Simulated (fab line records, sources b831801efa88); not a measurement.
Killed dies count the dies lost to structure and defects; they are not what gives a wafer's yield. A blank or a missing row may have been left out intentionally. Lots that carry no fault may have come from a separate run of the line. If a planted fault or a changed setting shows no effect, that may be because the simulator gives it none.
fab line records ; flow sky130
[record] lots = 5; wafers = 23
route steps=708 shown METAL2@485 VIA2@514 CAPM@544 VIA3@575
start-h: hours from the record's opening day to when the first of the lot's shown wafers began ; wait-h: time in hours since the lot's previous step ; " repeats the value in the row above ; L1.1+2: a row that stands for several wafers ; - no value present, or no start provided ; * or withheld: withheld ; < > ~ a bound
route shown NAME@n: names a module that has steps shown in the file, with the first one's number in the route ; usual: the fault-free wafers' mean and standard deviation ; same: alike in all rows ; chamber/n: place in a boat ; sites: the reading at each site ; _std_site: standard deviation across them ; _edge_site: inner sites' mean taken away from outer sites' mean ; radius-mm: for every site, how far away it sits from the centre of the wafer ; mask NAME#n: copy n ; behind: the most recent tool/chamber to have shaped the wafer ; hold: why the lot went on hold/how many hours it stayed there/how the hold came to an end ; device: transistor that didn't switch, given as n, p or np ; end of line: the same wafers' tests at the end of the route ; a step without rows: its recipe alone ; killed: not the wafer's yield, but the dies lost to structure and defects at the first sort ; map: the dies of a wafer, with x for killed, . for not killed, _ for no die there
set.NAME: the run value of the setting; set.NAME@STEP: its run value at that earlier step ; model.NAME: the simulator's own value behind a step, which no gauge read
lots whose settings were changed on purpose; a table a step, a row a wafer
[[steps]]
[step SKY_METAL2_SPUTTER_02]
[recipe] material = AlCu; target-thk-nm = 250; power-w = 10600; time-s = 13.3; chamber-pressure-pa = 0.4
lot.wafer;tool;chamber;start-h;wait-h;set.power-w;model.AlCu_of_METAL2_SPUTTER_02.thk-nm
L074.1;pvd-sputter-01;-;785.53;0.0;9434;222.6
L074.2;pvd-sputter-01;-;785.53;0.0;10600;251.1
L074.3;pvd-sputter-01;-;785.53;0.0;10600;255.3
L074.4;pvd-sputter-01;-;785.53;0.0;9434;228.5
L074.6;pvd-sputter-01;-;785.53;0.0;10600;252.1
L077.1;pvd-sputter-02;-;816.09;0.0;10600;246.8
L077.2;pvd-sputter-02;-;816.09;0.0;10600;246.1
L077.3;pvd-sputter-02;-;816.09;0.0;11590;272.6
L077.4;pvd-sputter-02;-;816.09;0.0;11590;272.4
L077.5;pvd-sputter-02;-;816.09;0.0;11590;274.2
L079.1;pvd-sputter-02;-;834.67;0.0;10600;249.9
L079.4;pvd-sputter-02;-;834.67;0.0;10600;249.3
L079.5;pvd-sputter-02;-;834.67;0.0;10600;244
L080.1;pvd-sputter-03;-;839.23;0.0;11090;261.1
L080.2;pvd-sputter-03;-;839.23;0.0;10600;254.9
L080.4;pvd-sputter-03;-;839.23;0.0;11090;265.9
L080.5;pvd-sputter-03;-;839.23;0.0;10600;255.2
L080.6;pvd-sputter-03;-;839.23;0.0;10600;249.7
L085.1;pvd-sputter-01;-;897.39;0.0;11510;271.5
L085.2;pvd-sputter-01;-;897.39;0.0;10600;249.3
L085.3;pvd-sputter-01;-;897.39;0.0;10600;247.8
L085.4;pvd-sputter-01;-;897.39;0.0;11510;267.3
L085.6;pvd-sputter-01;-;897.39;0.0;10600;247.5
[step SKY_METAL2_SPUTTER_03]
[recipe] material = Ti; target-thk-nm = 5; power-w = 3000; time-s = 3.3; chamber-pressure-pa = 0.4
[step SKY_METAL2_SPUTTER_04]
[recipe] material = TiN; target-thk-nm = 70; power-w = 6500; time-s = 58.3; chamber-pressure-pa = 0.4
[step SKY_METAL2_RS_MEAS_05]
[recipe] thk-meas-gauge = four-point-probe; reads = TiN_of_METAL2_SPUTTER_04+Ti_of_METAL2_SPUTTER_03+AlCu_of_METAL2_SPUTTER_02+TiN_of_METAL2_SPUTTER_01+Ti_of_METAL2_SPUTTER_00
[usual] METAL2_ALCU_RS = 0.1270/0.0016
lot.wafer;tool;chamber;start-h;wait-h;set.power-w@METAL2_SPUTTER_02;METAL2_ALCU_RS[ohm/sq]
L074.1;film-metro-01;-;785.62;0.0;9434;0.1429
L074.2;film-metro-01;-;785.62;0.0;10600;0.1264
L074.3;film-metro-01;-;785.62;0.0;10600;0.1236
L074.4;film-metro-01;-;785.62;0.0;9434;0.1389
L074.6;film-metro-01;-;785.62;0.0;10600;0.1255
L077.1;film-metro-02;-;816.18;0.0;10600;0.1283
L077.2;film-metro-02;-;816.18;0.0;10600;0.1287
L077.3;film-metro-02;-;816.18;0.0;11590;0.1155
L077.4;film-metro-02;-;816.18;0.0;11590;0.1157
L077.5;film-metro-02;-;816.18;0.0;11590;0.1148
L079.1;film-metro-03;-;834.76;0.0;10600;0.1267
L079.4;film-metro-03;-;834.76;0.0;10600;0.1270
L079.5;film-metro-03;-;834.76;0.0;10600;0.1298
L080.1;film-metro-01;-;839.32;0.0;11090;0.1210
L080.2;film-metro-01;-;839.32;0.0;10600;0.1240
L080.4;film-metro-01;-;839.32;0.0;11090;0.1188
L080.5;film-metro-01;-;839.32;0.0;10600;0.1240
L080.6;film-metro-01;-;839.32;0.0;10600;0.1266
L085.1;film-metro-02;-;897.49;0.0;11510;0.1161
L085.2;film-metro-02;-;897.49;0.0;10600;0.1268
L085.3;film-metro-02;-;897.49;0.0;10600;0.1276
L085.4;film-metro-02;-;897.49;0.0;11510;0.1180
L085.6;film-metro-02;-;897.49;0.0;10600;0.1279
[step SKY_METAL2_THK_MEAS_06]
[recipe] thk-meas-gauge = xrf; reads = AlCu_of_METAL2_SPUTTER_02
[usual] METAL2_ALCU_THK = 251/3.5
lot.wafer;tool;chamber;start-h;wait-h;set.power-w@METAL2_SPUTTER_02;METAL2_ALCU_THK[nm]
L074.1;film-metro-01;-;785.74;0.1;9434;226
L074.2;film-metro-01;-;785.74;0.1;10600;255
L074.3;film-metro-01;-;785.74;0.1;10600;258
L074.4;film-metro-01;-;785.74;0.1;9434;230
L074.6;film-metro-01;-;785.74;0.1;10600;255
L077.1;film-metro-02;-;816.30;0.1;10600;247
L077.2;film-metro-02;-;816.30;0.1;10600;246
L077.3;film-metro-02;-;816.30;0.1;11590;273
L077.4;film-metro-02;-;816.30;0.1;11590;274
L077.5;film-metro-02;-;816.30;0.1;11590;275
L079.1;film-metro-03;-;834.88;0.1;10600;254
L079.4;film-metro-03;-;834.88;0.1;10600;252
L079.5;film-metro-03;-;834.88;0.1;10600;245
L080.1;film-metro-01;-;839.44;0.1;11090;266
L080.2;film-metro-01;-;839.44;0.1;10600;257
L080.4;film-metro-01;-;839.44;0.1;11090;269
L080.5;film-metro-01;-;839.44;0.1;10600;258
L080.6;film-metro-01;-;839.44;0.1;10600;254
L085.1;film-metro-02;-;897.61;0.1;11510;273
L085.2;film-metro-02;-;897.61;0.1;10600;251
L085.3;film-metro-02;-;897.61;0.1;10600;249
L085.4;film-metro-02;-;897.61;0.1;11510;269
L085.6;film-metro-02;-;897.61;0.1;10600;249
[step SKY_METAL2_ETCH_18]
[recipe] chemistry = N2/H2; target = BARC; ion-energy-ev = 200; bias-w = 100; pressure-mtorr = 30; n2-flow-sccm = 100; h2-flow-sccm = 200; icp-w = 500; stop-on = SiO2; time-s = 45.9; target-depth-a = 600
[usual] oes-product-au = 0.855/0.0052
lot.wafer;tool;chamber;start-h;wait-h;set.time-s;oes-product-au;model.KrF-thick_of_METAL2_COAT_10.thk-nm
L074.1;rie-metal-01;0;812.78;0.0;45.9;0.851;-
L074.2;rie-metal-01;1;812.78;0.0;43.83;0.868;397.9
L074.3;rie-metal-01;0;812.78;0.0;43.83;0.871;398
L074.4;rie-metal-01;1;812.78;0.0;43.83;0.871;-
L074.6;rie-metal-01;1;812.78;0.0;45.9;0.847;395.1
L077.1;rie-metal-04;0;842.93;0.0;42.43;0.897;396.8
L077.2;rie-metal-04;1;842.93;0.0;42.43;0.885;396.4
L077.3;rie-metal-04;0;842.93;0.0;42.43;0.899;-
L077.4;rie-metal-04;1;842.93;0.0;45.9;0.851;-
L077.5;rie-metal-04;1;842.93;0.0;45.9;0.851;-
L079.1;rie-metal-01;0;860.94;0.1;45.9;0.846;391.9
L079.4;rie-metal-01;0;860.94;0.1;45.9;0.862;394.3
L079.5;rie-metal-01;0;860.94;0.1;45.9;0.855;393.4
L080.1;rie-metal-04;0;865.16;0.0;41.73;0.894;397.4
L080.2;rie-metal-04;1;865.16;0.0;45.9;0.849;393.8
L080.4;rie-metal-04;0;865.16;0.0;45.9;0.858;394.9
L080.5;rie-metal-04;1;865.16;0.0;45.9;0.846;395.2
L080.6;rie-metal-04;0;865.16;0.0;41.73;0.907;398.3
L085.1;rie-metal-01;0;922.72;0.0;42.74;0.887;-
L085.2;rie-metal-01;1;922.72;0.0;45.9;0.846;389.8
L085.3;rie-metal-01;1;922.72;0.0;42.74;0.889;394.4
L085.4;rie-metal-01;0;922.72;0.0;42.74;0.884;-
L085.6;rie-metal-01;1;922.72;0.0;45.9;0.855;391
[step SKY_VIA2_COAT_07]
[recipe] resist = KrF-thick; spin-rpm = 3000; resist-thk-nm = 450
lot.wafer;tool;chamber;start-h;wait-h;set.resist-thk-nm;model.KrF-thick_of_VIA2_COAT_07.thk-nm
L074.1;litho-track-01;0;-;-;450;453.4
L074.2;litho-track-01;0;-;-;450;452.2
L074.3;litho-track-01;0;-;-;450;451.8
L074.4;litho-track-01;0;-;-;450;452.4
L074.6;litho-track-01;0;-;-;450;454.3
L077.1;litho-track-01;0;-;-;450;452.5
L077.2+4;litho-track-01;0;-;-;450;452.9
L077.3;litho-track-01;0;-;-;427.6;430.2
L077.5;litho-track-01;0;-;-;427.6;430.7
L079.1;litho-track-03;0;-;-;450;450.2
L079.4;litho-track-03;0;-;-;450;450.4
L079.5;litho-track-03;0;-;-;450;451.3
L080.1;litho-track-01;0;-;-;450;450.1
L080.2;litho-track-01;0;-;-;450;449.4
L080.4;litho-track-01;0;-;-;450;448.9
L080.5;litho-track-01;0;-;-;450;449.8
L080.6;litho-track-01;0;-;-;450;448.6
L085.1;litho-track-03;0;-;-;430.3;431.1
L085.2;litho-track-03;0;-;-;430.3;430.7
L085.3;litho-track-03;0;-;-;450;450.1
L085.4;litho-track-03;0;-;-;450;450.2
L085.6;litho-track-03;0;-;-;430.3;430.9
[step SKY_VIA2_ETCH_15]
[recipe] target = SiO2; chemistry = C4F8/O2/Ar; target-depth-nm = 546; stop-on = TiN; mask-material = KrF-thick; source-w = 1500; bias-w = 1200; pressure-mtorr = 40; c4f8-flow-sccm = withheld; O2_flow_sccm = 6; Ar_flow_sccm = 300; time-s = 84
lot.wafer;tool;chamber;start-h;wait-h;set.bias-w;set.resist-thk-nm@VIA2_COAT_07;model.KrF-thick_of_VIA2_COAT_07.thk-nm
L074.1;rie-diel-02;3;841.28;0.0;1200;450;289.4
L074.2;rie-diel-02;0;841.28;0.0;1200;450;290.5
L074.3;rie-diel-02;2;841.28;0.0;1200;450;293.3
L074.4;rie-diel-02;1;841.28;0.0;1240;450;286.6
L074.6;rie-diel-02;2;841.28;0.0;1240;450;294
L077.1;rie-diel-03;0;871.04;0.0;1200;450;288.8
L077.2;rie-diel-03;3;871.04;0.0;1200;450;287.4
L077.3;rie-diel-03;1;871.04;0.0;1287;427.6;265.9
L077.4;rie-diel-03;3;871.04;0.0;1287;450;283.2
L077.5;rie-diel-03;0;871.04;0.0;1200;427.6;266.2
L079.1;rie-diel-03;0;888.58;0.0;1200;450;285.6
L079.4;rie-diel-03;2;888.58;0.0;1200;450;290.3
L079.5;rie-diel-03;0;888.58;0.0;1200;450;287.3
L080.1;rie-diel-02;0;892.64;0.0;1200;450;288.1
L080.2;rie-diel-02;1;892.64;0.0;1200;450;284
L080.4;rie-diel-02;0;892.64;0.0;1163;450;287.5
L080.5;rie-diel-02;3;892.64;0.0;1163;450;286.1
L080.6;rie-diel-02;1;892.64;0.0;1200;450;283
L085.1;rie-diel-03;0;948.63;0.0;1200;430.3;267
L085.2;rie-diel-03;3;948.63;0.0;1200;430.3;264.1
L085.3;rie-diel-03;2;948.63;0.0;1200;450;288.1
L085.4;rie-diel-03;1;948.63;0.0;1200;450;287.1
L085.6;rie-diel-03;2;948.63;0.0;1200;430.3;267.5
[step SKY_VIA2_STRIP_16]
[recipe] chemistry = O2/N2; power-w = 1400; pressure-mtorr = 1500; platen-temp-c = withheld; o2-flow-sccm = 3000; n2-flow-sccm = 300; overash-fraction = 0.5
[usual] strip-time-to-endpoint-s = 4.07/0.041
lot.wafer;tool;chamber;start-h;wait-h;set.resist-thk-nm@VIA2_COAT_07;strip-time-to-endpoint-s
L074.1;plasma-asher-04;1;841.34;0.0;450;4.11
L074.2;plasma-asher-04;0;841.34;0.0;450;4.14
L074.3;plasma-asher-04;1;841.34;0.0;450;4.16
L074.4;plasma-asher-04;0;841.34;0.0;450;4.07
L074.6;plasma-asher-04;1;841.34;0.0;450;4.17
L077.1;plasma-asher-04;1;871.10;0.0;450;4.09
L077.2;plasma-asher-04;0;871.10;0.0;450;4.08
L077.3;plasma-asher-04;1;871.10;0.0;427.6;3.86
L077.4;plasma-asher-04;0;871.10;0.0;450;4.05
L077.5;plasma-asher-04;1;871.10;0.0;427.6;3.87
L079.1;plasma-asher-03;1;888.64;0.0;450;4.08
L079.4;plasma-asher-03;0;888.64;0.0;450;4.13
L079.5;plasma-asher-03;1;888.64;0.0;450;4.10
L080.1;plasma-asher-03;1;892.71;0.0;450;4.10
L080.2;plasma-asher-03;0;892.71;0.0;450;4.04
L080.4;plasma-asher-03;1;892.71;0.0;450;4.11
L080.5;plasma-asher-03;1;892.71;0.0;450;4.08
L080.6;plasma-asher-03;0;892.71;0.0;450;4.04
L085.1;plasma-asher-02;0;948.69;0.0;430.3;3.89
L085.2;plasma-asher-02;1;948.69;0.0;430.3;3.83
L085.3;plasma-asher-02;1;948.69;0.0;450;4.10
L085.4;plasma-asher-02;0;948.69;0.0;450;4.11
L085.6;plasma-asher-02;1;948.69;0.0;430.3;3.89
[step SKY_VIA2_SPUTTER_20]
[recipe] material = TiN; target-thk-nm = 20; chamber-pressure-pa = 5; power-w = 4000; time-s = 80
lot.wafer;tool;chamber;start-h;wait-h;set.chamber-pressure-pa;model.TiN_of_VIA2_SPUTTER_20.thk-nm
L074.1;pvd-sputter-02;-;841.93;0.0;4.464;22.48
L074.2;pvd-sputter-02;-;841.93;0.0;4.464;21.92
L074.3;pvd-sputter-02;-;841.93;0.0;4.464;22.43
L074.4;pvd-sputter-02;-;841.93;0.0;4.464;22.54
L074.6;pvd-sputter-02;-;841.93;0.0;4.464;22.57
L077.1;pvd-sputter-02;-;871.69;0.0;5.387;18.71
L077.2;pvd-sputter-02;-;871.69;0.0;5.387;19.08
L077.3;pvd-sputter-02;-;871.69;0.0;5.387;19.01
L077.4;pvd-sputter-02;-;871.69;0.0;5.387;19.27
L077.5;pvd-sputter-02;-;871.69;0.0;5.387;19.34
L079.1;pvd-sputter-04;-;889.23;0.0;5;20.19
L079.4;pvd-sputter-04;-;889.23;0.0;5;20.08
L079.5;pvd-sputter-04;-;889.23;0.0;5;20.18
L080.1;pvd-sputter-01;-;893.30;0.0;4.574;21.13
L080.2;pvd-sputter-01;-;893.30;0.0;4.574;21.36
L080.4;pvd-sputter-01;-;893.30;0.0;4.574;21.72
L080.5;pvd-sputter-01;-;893.30;0.0;4.574;21.62
L080.6;pvd-sputter-01;-;893.30;0.0;4.574;21.19
L085.1;pvd-sputter-01;-;949.28;0.0;5.523;17.66
L085.2;pvd-sputter-01;-;949.28;0.0;5.523;17.53
L085.3;pvd-sputter-01;-;949.28;0.0;5.523;17.94
L085.4;pvd-sputter-01;-;949.28;0.0;5.523;17.82
L085.6;pvd-sputter-01;-;949.28;0.0;5.523;17.52
[step SKY_CAPM_COAT_07]
[recipe] resist = NOVOLAK; spin-rpm = 3000; resist-thk-nm = 1140
lot.wafer;tool;chamber;start-h;wait-h;set.resist-thk-nm;model.NOVOLAK_of_CAPM_COAT_07.thk-nm
L074.1;litho-track-04;0;855.74;0.1;1140;1133
L074.2+4;litho-track-04;0;855.74;0.1;1140;1135
L074.3;litho-track-04;0;855.74;0.1;1140;1137
L074.6;litho-track-04;0;855.74;0.1;1140;1136
L077.1;litho-track-01;0;885.74;0.1;1140;1142
L077.2;litho-track-01;0;885.74;0.1;1140;1145
L077.3+5;litho-track-01;0;885.74;0.1;1104;1108
L077.4;litho-track-01;0;885.74;0.1;1104;1103
L079.1;litho-track-01;0;901.99;0.1;1140;1140
L079.4;litho-track-01;0;901.99;0.1;1140;1139
L079.5;litho-track-01;0;901.99;0.1;1140;1141
L080.1;litho-track-02;0;907.02;0.1;1172;1173
L080.2;litho-track-02;0;907.02;0.1;1140;1140
L080.4+6;litho-track-02;0;907.02;0.1;1172;1175
L080.5;litho-track-02;0;907.02;0.1;1140;1139
L085.1;litho-track-01;0;962.35;0.1;1114;1110
L085.2;litho-track-01;0;962.35;0.1;1140;1134
L085.3;litho-track-01;0;962.35;0.1;1140;1136
L085.4;litho-track-01;0;962.35;0.1;1114;1113
L085.6;litho-track-01;0;962.35;0.1;1114;1109
[step SKY_CAPM_STRIP_14]
[recipe] chemistry = O2/N2; power-w = 1400; pressure-mtorr = 1500; platen-temp-c = withheld; o2-flow-sccm = 3000; n2-flow-sccm = 300; overash-fraction = 0.5
[usual] strip-time-to-endpoint-s = 12.64/0.051
lot.wafer;tool;chamber;start-h;wait-h;set.o2-flow-sccm;set.resist-thk-nm@CAPM_COAT_07;strip-time-to-endpoint-s
L074.1;plasma-asher-03;0;868.51;0.1;3000;1140;12.56
L074.2;plasma-asher-03;1;868.51;0.1;3000;1140;12.59
L074.3;plasma-asher-03;0;868.51;0.1;3000;1140;12.61
L074.4;plasma-asher-03;1;868.51;0.1;3000;1140;12.58
L074.6;plasma-asher-03;0;868.51;0.1;3000;1140;12.61
L077.1;plasma-asher-04;0;898.59;0.1;2880;1140;12.66
L077.2;plasma-asher-04;1;898.59;0.1;3000;1140;12.66
L077.3;plasma-asher-04;0;898.59;0.1;2880;1104;12.26
L077.4;plasma-asher-04;1;898.59;0.1;3000;1104;12.19
L077.5;plasma-asher-04;0;898.59;0.1;2880;1104;12.28
L079.1;plasma-asher-03;0;915.25;0.1;3000;1140;12.64
L079.4;plasma-asher-03;1;915.25;0.1;3000;1140;12.64
L079.5;plasma-asher-03;0;915.25;0.1;3000;1140;12.66
L080.1;plasma-asher-03;0;919.94;0.1;3000;1172;12.98
L080.2;plasma-asher-03;1;919.94;0.1;3000;1140;12.66
L080.4;plasma-asher-03;1;919.94;0.1;3000;1172;12.99
L080.5;plasma-asher-03;0;919.94;0.1;3000;1140;12.67
L080.6;plasma-asher-03;1;919.94;0.1;3000;1172;13.00
L085.1;plasma-asher-03;1;974.71;0.1;3000;1114;12.33
L085.2;plasma-asher-03;0;974.71;0.1;3370;1140;12.53
L085.3;plasma-asher-03;1;974.71;0.1;3000;1140;12.64
L085.4;plasma-asher-03;0;974.71;0.1;3370;1114;12.28
L085.6;plasma-asher-03;1;974.71;0.1;3370;1114;12.23
[step SKY_VIA3_CMP_02]
[recipe] material = SiO2; down-force-psi = 4; platen-rpm = 60; pad-velocity-m-s = 0.94248
lot.wafer;tool;chamber;start-h;wait-h;set.leave-above-ref-nm;model.SiO2_of_VIA3_HDPCVD_00.thk-nm
L074.3;cmp-01;1;895.50;0.0;465;464.6
L074.2;cmp-01;2;895.50;0.0;487.7;486.5
L074.1;cmp-01;3;895.50;0.0;465;465.4
L074.4;cmp-01;0;895.50;0.0;465;468.5
L074.6;cmp-01;2;895.50;0.0;487.7;486.1
L077.3;cmp-01;3;926.23;0.0;465;465.1
L077.1;cmp-01;0;926.23;0.0;465;468.9
L077.2;cmp-01;1;926.23;0.0;465;464.9
L077.4;cmp-01;2;926.23;0.0;465;464.2
L077.5;cmp-01;0;926.23;0.0;465;467.1
L079.1+5;cmp-02;3;941.84;0.1;465;464.9
L079.4;cmp-02;0;941.84;0.1;465;463.4
L080.2;cmp-01;3;946.32;0.2;435.5;434
L080.4;cmp-01;0;946.32;0.2;465;466.2
L080.1;cmp-01;2;946.32;0.2;435.5;433.1
L080.6;cmp-01;3;946.32;0.2;465;463.9
L080.5;cmp-01;0;946.32;0.2;465;466.3
L085.3;cmp-01;0;1000.52;0.0;465;467.7
L085.4;cmp-01;1;1000.52;0.0;447.5;447.4
L085.2;cmp-01;2;1000.52;0.0;465;464.1
L085.1;cmp-01;3;1000.52;0.0;465;464.5
L085.6;cmp-01;0;1000.52;0.0;447.5;449.4
[step SKY_VIA3_SOFTBAKE_08]
[recipe] temp-c = 100; time-s = 90; resist = KrF-thick
lot.wafer;tool;chamber;start-h;wait-h;set.temp-c
L074.1+2+3+4+6;litho-track-02;0;-;-;100
L077.1+2+3+4+5;litho-track-02;0;-;-;100
L079.1+4+5;litho-track-03;0;-;-;100
L080.1+2+4+5+6;litho-track-02;0;-;-;100
L085.1+3+4;litho-track-02;0;-;-;100
L085.2+6;litho-track-02;0;-;-;102.5
[step SKY_VIA3_EXPOSE_09]
[recipe] mask-id = VIM3; na = 0.8; source-shape = annular; sigma-inner = 0.55; sigma-outer = 0.85; target-cd-nm = 200; dose-mj = 38
[step SKY_VIA3_PEB_10]
[recipe] peb-temp-c = withheld; peb-time-s = withheld; resist = KrF-thick
[step SKY_VIA3_ETCH_14]
[recipe] chemistry = N2/H2; target = BARC; ion-energy-ev = 200; source-w = 500; bias-w = 100; pressure-mtorr = 30; n2-flow-sccm = 100; h2-flow-sccm = 200; stop-on = SiO2; time-s = 45.9; target-depth-a = 600
[step SKY_VIA3_ETCH_15]
[recipe] target = SiO2; chemistry = C4F8/O2/Ar; target-depth-nm = 507; stop-on = TiN; mask-material = KrF-thick; source-w = 1500; bias-w = 1200; pressure-mtorr = 40; c4f8-flow-sccm = withheld; O2_flow_sccm = 6; Ar_flow_sccm = 300; time-s = 78
[usual] oes-product-au = 0.945/0.0054
lot.wafer;tool;chamber;start-h;wait-h;set.leave-above-ref-nm@VIA3_CMP_02;oes-product-au;model.VIA3.feature-depth-nm
L074.1;rie-diel-01;3;921.78;0.0;465;0.947;465.4
L074.2;rie-diel-01;1;921.78;0.0;487.7;0.963;486.5
L074.3;rie-diel-01;0;921.78;0.0;465;0.947;464.6
L074.4;rie-diel-01;2;921.78;0.0;465;0.943;468.5
L074.6;rie-diel-01;2;921.78;0.0;487.7;0.962;486.1
L077.1;rie-diel-02;0;951.48;0.0;465;0.951;468.9
L077.2;rie-diel-02;3;951.48;0.0;465;0.956;464.9
L077.3;rie-diel-02;2;951.48;0.0;465;0.944;465.1
L077.4;rie-diel-02;1;951.48;0.0;465;0.954;464.2
L077.5;rie-diel-02;0;951.48;0.0;465;0.950;467.1
L079.1;rie-diel-02;2;966.57;0.0;465;0.940;464.9
L079.4;rie-diel-02;0;966.57;0.0;465;0.938;463.4
L079.5;rie-diel-02;0;966.57;0.0;465;0.942;464.9
L080.1;rie-diel-01;1;971.33;0.0;435.5;0.908;433.1
L080.2;rie-diel-01;3;971.33;0.0;435.5;0.894;434
L080.4;rie-diel-01;0;971.33;0.0;465;0.945;466.2
L080.5;rie-diel-01;3;971.33;0.0;465;0.945;466.3
L080.6;rie-diel-01;2;971.33;0.0;465;0.941;463.9
L085.1;rie-diel-02;0;1021.98;0.0;465;0.948;464.5
L085.2;rie-diel-02;1;1021.98;0.0;465;0.956;464.1
L085.3;rie-diel-02;2;1021.98;0.0;465;0.939;467.7
L085.4;rie-diel-02;3;1021.98;0.0;447.5;0.931;447.4
L085.6;rie-diel-02;1;1021.98;0.0;447.5;0.928;449.4
[step SKY_VIA3_STRIP_16]
[recipe] chemistry = O2/N2; power-w = 1400; pressure-mtorr = 1500; platen-temp-c = withheld; o2-flow-sccm = 3000; n2-flow-sccm = 300; overash-fraction = 0.5
[usual] strip-time-to-endpoint-s = 4.14/0.033
lot.wafer;tool;chamber;start-h;wait-h;set.pressure-mtorr;strip-time-to-endpoint-s
L074.1;plasma-asher-02;0;921.84;0.0;1293;4.26
L074.2;plasma-asher-02;1;921.84;0.0;1293;4.28
L074.3;plasma-asher-02;0;921.84;0.0;1293;4.26
L074.4;plasma-asher-02;1;921.84;0.0;1293;4.33
L074.6;plasma-asher-02;0;921.84;0.0;1293;4.32
L077.1;plasma-asher-01;0;951.54;0.0;1364;4.25
L077.2;plasma-asher-01;1;951.54;0.0;1364;4.25
L077.3;plasma-asher-01;1;951.54;0.0;1364;4.30
L077.4;plasma-asher-01;0;951.54;0.0;1364;4.24
L077.5;plasma-asher-01;0;951.54;0.0;1364;4.27
L079.1;plasma-asher-02;1;966.63;0.0;1500;4.17
L079.4;plasma-asher-02;1;966.63;0.0;1500;4.15
L079.5;plasma-asher-02;1;966.63;0.0;1500;4.15
L080.1;plasma-asher-02;1;971.39;0.0;1713;4.03
L080.2;plasma-asher-02;0;971.39;0.0;1713;4.00
L080.4;plasma-asher-02;1;971.39;0.0;1713;4.04
L080.5;plasma-asher-02;1;971.39;0.0;1713;3.98
L080.6;plasma-asher-02;0;971.39;0.0;1713;4.01
L085.1;plasma-asher-01;0;1022.04;0.0;1337;4.28
L085.2;plasma-asher-01;1;1022.04;0.0;1337;4.20
L085.3;plasma-asher-01;0;1022.04;0.0;1337;4.31
L085.4;plasma-asher-01;1;1022.04;0.0;1337;4.24
L085.6;plasma-asher-01;1;1022.04;0.0;1337;4.22
[[key]]
[split] step = SKY_METAL2_SPUTTER_02; setting = power-w; stated = 10600; by = wafer
[response] step = SKY_METAL2_SPUTTER_02; reading = model.AlCu_of_METAL2_SPUTTER_02.thk-nm; change = +2.57; per = 1%; r = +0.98
[response] step = SKY_METAL2_RS_MEAS_05; reading = METAL2_ALCU_RS; change = -0.00135; per = 1%; r = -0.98
[response] step = SKY_METAL2_THK_MEAS_06; reading = METAL2_ALCU_THK; change = +2.63; per = 1%; r = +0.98
[split] step = SKY_METAL2_ETCH_18; setting = time-s; stated = 45.9; by = wafer
[response] step = SKY_METAL2_ETCH_18; reading = oes-product-au; change = -0.00538; per = 1%; r = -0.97
[response] step = SKY_METAL2_ETCH_18; reading = model.KrF-thick_of_METAL2_COAT_10.thk-nm; change = -0.429; per = 1%; r = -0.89
[split] step = SKY_VIA2_COAT_07; setting = resist-thk-nm; stated = 450; by = wafer
[response] step = SKY_VIA2_COAT_07; reading = model.KrF-thick_of_VIA2_COAT_07.thk-nm; change = +4.44; per = 1%; r = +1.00
[response] step = SKY_VIA2_ETCH_15; reading = model.KrF-thick_of_VIA2_COAT_07.thk-nm; change = +4.45; per = 1%; r = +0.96
[response] step = SKY_VIA2_STRIP_16; reading = strip-time-to-endpoint-s; change = *; per = 1%; r = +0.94
[split] step = SKY_VIA2_ETCH_15; setting = bias-w; stated = 1200; by = wafer
response none clear
[split] step = SKY_VIA2_SPUTTER_20; setting = chamber-pressure-pa; stated = 5; by = lot
[response] step = SKY_VIA2_SPUTTER_20; reading = model.TiN_of_VIA2_SPUTTER_20.thk-nm; change = -0.192; per = 1%; r = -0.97
[split] step = SKY_CAPM_COAT_07; setting = resist-thk-nm; stated = 1140; by = wafer
[response] step = SKY_CAPM_COAT_07; reading = model.NOVOLAK_of_CAPM_COAT_07.thk-nm; change = +11.7; per = 1%; r = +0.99
[response] step = SKY_CAPM_STRIP_14; reading = strip-time-to-endpoint-s; change = *; per = 1%; r = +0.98
[split] step = SKY_CAPM_STRIP_14; setting = o2-flow-sccm; stated = 3000; by = wafer
response none clear
[split] step = SKY_VIA3_CMP_02; setting = leave-above-ref-nm; stated = 465; by = wafer
[response] step = SKY_VIA3_CMP_02; reading = model.SiO2_of_VIA3_HDPCVD_00.thk-nm; change = +4.66; per = 1%; r = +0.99
[response] step = SKY_VIA3_ETCH_15; reading = oes-product-au; change = +0.00538; per = 1%; r = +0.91
[response] step = SKY_VIA3_ETCH_15; reading = model.VIA3.feature-depth-nm; change = +4.66; per = 1%; r = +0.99
[split] step = SKY_VIA3_SOFTBAKE_08; setting = temp-c; stated = 100; by = wafer
response none clear
[split] step = SKY_VIA3_STRIP_16; setting = pressure-mtorr; stated = 1500; by = lot
[response] step = SKY_VIA3_STRIP_16; reading = strip-time-to-endpoint-s; change = *; per = 1%; r = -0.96
